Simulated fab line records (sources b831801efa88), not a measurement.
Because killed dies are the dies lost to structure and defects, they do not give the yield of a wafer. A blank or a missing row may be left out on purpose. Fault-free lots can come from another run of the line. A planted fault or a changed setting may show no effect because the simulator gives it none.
Comparing a struck lot with a sound one | flow sky130 | 16 out of 708 route steps
Sound: these wafers, L448.2, L448.3, L448.5. The struck wafers were L458.3, L458.4, L458.6. The cause is given at the end.
Order at every step that has rows: each side's tool, ch and its chambers, its first start. Under that, the readings that differ: sound wafers | struck wafers | difference of the means | sigmas: that difference in standard deviations of wafers without a fault.
alike: a reading whose means differ by less than 2 such deviations, as well as words and numbers matching on both sides. not compared: withheld readings; readings where some wafer has no value; bounds like >300 that might hide an equal value; numbers whose values overlap and for which the record gives no deviation.
Wherever a step has rows on one side only, a row that says differs or no value, or a row with sigmas, the two part there. Non-overlapping numbers with no deviation appear without sigmas and do not part them. A reading missing from all wafers of one side parts the sides only when that side holds two or more wafers.

first, 2 steps without rows for these wafers: SKY_VT_ADJUST_LVTN_PEB_16; SKY_VT_ADJUST_LVTN_DEVELOP_17 (develop time 60 s).
SKY_VT_ADJUST_LVTN_OVL_MEAS_18:
  sound on overlay-02, day 7 14:24; struck on overlay-01, day 10 08:20
  alike: VT_ADJUST_LVTN_01_OVL
next, for these wafers, 1 step has no rows: SKY_VT_ADJUST_LVTN_IMPLANT_19.
SKY_VT_ADJUST_LVTN_STRIP_20: strips in O2/N2.
  sound on plasma_asher-04 ch 0,1, day 7 14:35; struck on plasma_asher-01 ch 0,1, day 10 08:32
  alike: drypump_motor_current_A, oes_product_au, strip_time_to_endpoint_s
  not compared: rf_hours_counter_h
SKY_VT_ADJUST_LVTN_TW_MEAS_21:
  sound on film_metro-01, day 7 14:41; struck on film_metro-01, day 10 08:37
  alike: VT_ADJUST_LVTN_2_TW
then, 6 steps without rows for these wafers: SKY_VT_ADJUST_NCORE_DEHYDRATE_00 (time 60 s); SKY_VT_ADJUST_NCORE_HMDS_01 (prime time 60 s); SKY_VT_ADJUST_NCORE_COAT_02 (resist thk 1140 nm); SKY_VT_ADJUST_NCORE_SOFTBAKE_03 (time 60 s); SKY_VT_ADJUST_NCORE_EXPOSE_04 (exposes mask LVTN COMPLEMENT THIN, target cd 380 nm); SKY_VT_ADJUST_NCORE_PEB_05.
SKY_VT_ADJUST_NCORE_DEVELOP_06: develop time 60 s.
  sound on litho_track-03 ch 0, day 8 09:25; struck on litho_track-03 ch 0, day 11 07:51
  alike: resist_line_temp_C
SKY_VT_ADJUST_NCORE_CD_MEAS_07 targets a cd of 380 nm.
  sound on cd_sem-02, day 8 09:34; struck on cd_sem-02, day 11 08:16
  reading    | sound             | struck            | difference | sigmas
  cd_nm (nm) | 384.1 382.7 380.4 | 280.4 280.8 278.4 | -102.5     | -54
  not compared: hold
SKY_VT_ADJUST_NCORE_OVL_MEAS_08:
  sound wafers here have rows in the record (overlay-02, day 8 09:40); struck ones have none
next, for these wafers, 1 step has no rows: SKY_PAD_OPEN_PROBE_99.

## WHERE THEY PART
First at SKY_VT_ADJUST_NCORE_CD_MEAS_07; last, within this record, at SKY_VT_ADJUST_NCORE_OVL_MEAS_08.

WHY: the cause the simulator had injected
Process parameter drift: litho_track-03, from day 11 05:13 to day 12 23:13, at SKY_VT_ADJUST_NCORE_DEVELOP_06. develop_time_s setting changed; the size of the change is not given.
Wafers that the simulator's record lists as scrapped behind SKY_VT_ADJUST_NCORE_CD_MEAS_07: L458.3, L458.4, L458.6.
